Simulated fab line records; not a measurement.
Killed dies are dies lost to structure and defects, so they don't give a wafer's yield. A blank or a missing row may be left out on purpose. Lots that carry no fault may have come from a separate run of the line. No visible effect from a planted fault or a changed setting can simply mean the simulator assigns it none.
A lot that was struck, set against a sound lot | flow gf180mcu | 19 out of 602 route steps
Sound: these wafers, L543.2, L543.5, L543.6. The struck wafers were L537.3, L537.5, L537.6. At the end, the cause is stated.
At each step with rows: each side's tool, then ch and its chambers, then its first start. Under that, the readings that differ: sound wafers | struck wafers | difference of the means | sigmas: that difference in standard deviations of wafers without a fault.
alike: words and numbers the same on both sides, and readings whose means are apart by under 2 such deviations; not compared: readings that were withheld, readings missing a value for some wafer, numbers with overlapping values and no deviation given by the record, and bounds like >300 which may hide the same value.
The two part at a step that has a row with sigmas, a row that says differs or no value, or rows on one side only. When numbers do not overlap yet have no deviation, they are printed without sigmas and do not part them. A reading that every wafer of one side lacks parts them only if that side has two wafers or more.

first, 1 step without rows for these wafers: GF_STI_CVD_23 (deposits SiO2, target thk 650 nm, time 108.3 s).
GF_STI_THK_MEAS_24:
  sound on film-metro-02 at day 5 10:32; struck on film-metro-04 at day 4 08:30
  alike: STI_CVD_23_THK
GF_STI_CMP_25: polishes, stops on Si3N4, t overpolish 33 s, target thk 524.6 nm.
  sound on cmp-01 ch 0,2,3, day 5 10:44; struck on cmp-01 ch 0,1,2, day 4 08:38
  alike: motor-current-A, overpolish-run-s, time-to-endpoint-s
then, 4 steps without rows for these wafers: GF_STI_WET_ETCH_26 (etches SiO2 in dHF, target depth 94 nm, time 188 s); GF_STI_WET_ETCH_27 (etches Si3N4 in H3PO4, target depth 160 nm, time 1825 s); GF_STI_WET_ETCH_28 (etches SiO2 in dHF, target depth 20 nm, time 40 s); GF_STI_OXIDATION_29 (stabilise 600 s, purge 300 s, target thk 10 nm).
GF_STI_THK_MEAS_30:
  sound on film-metro-04 at day 5 13:01; struck on film-metro-04 at day 4 11:40
  alike: STI_OXIDATION_02_THK
then, 4 steps without rows for these wafers: GF_DNWELL_DEHYDRATE_00 (time 60 s); GF_DNWELL_HMDS_01 (prime time 60 s); GF_DNWELL_COAT_02 (resist thk 3000 nm); GF_DNWELL_SOFTBAKE_03.
GF_DNWELL_EXPOSE_04: exposes mask DNWELL, target cd 1700 nm.
  struck on iline-stepper-02, day 4 19:10; sound on iline-stepper-01 ch 0, day 5 20:51
  no value came back on the struck wafers for exposure-dose-mJ-cm2, focus-offset-nm (nm); on the sound wafers exposure-dose-mJ-cm2 reads 259.94 260.24 260.05
  alike: mask
then, 3 steps without rows for these wafers: GF_DNWELL_PEB_05; GF_DNWELL_DEVELOP_06 (develop time 60 s); GF_DNWELL_IMPLANT_07.
GF_DNWELL_STRIP_08: strips in O2/N2.
  sound on plasma-asher-02 ch 0,1, day 6 04:27; struck on plasma-asher-04 ch 0,1, day 5 02:16
  alike: drypump-motor-current-A, heater-power-w, oes-product-au, strip-time-to-endpoint-s
  not compared: rf-hours-counter-h
GF_DNWELL_TW_MEAS_09:
  sound on film-metro-04 at day 6 04:34; struck on film-metro-03 at day 5 02:21
  reading   | sound          | struck   | difference | sigmas
  DNWELL_TW | 1343 1340 1344 | 31 31 31 | -1311      | -99 or more
then, 1 step without rows for these wafers: GF_NWELL_DEHYDRATE_00 (time 60 s).

WHERE THEY PART
First at GF_DNWELL_EXPOSE_04; last, within this record, at GF_DNWELL_TW_MEAS_09.

WHY: what the simulator had put in
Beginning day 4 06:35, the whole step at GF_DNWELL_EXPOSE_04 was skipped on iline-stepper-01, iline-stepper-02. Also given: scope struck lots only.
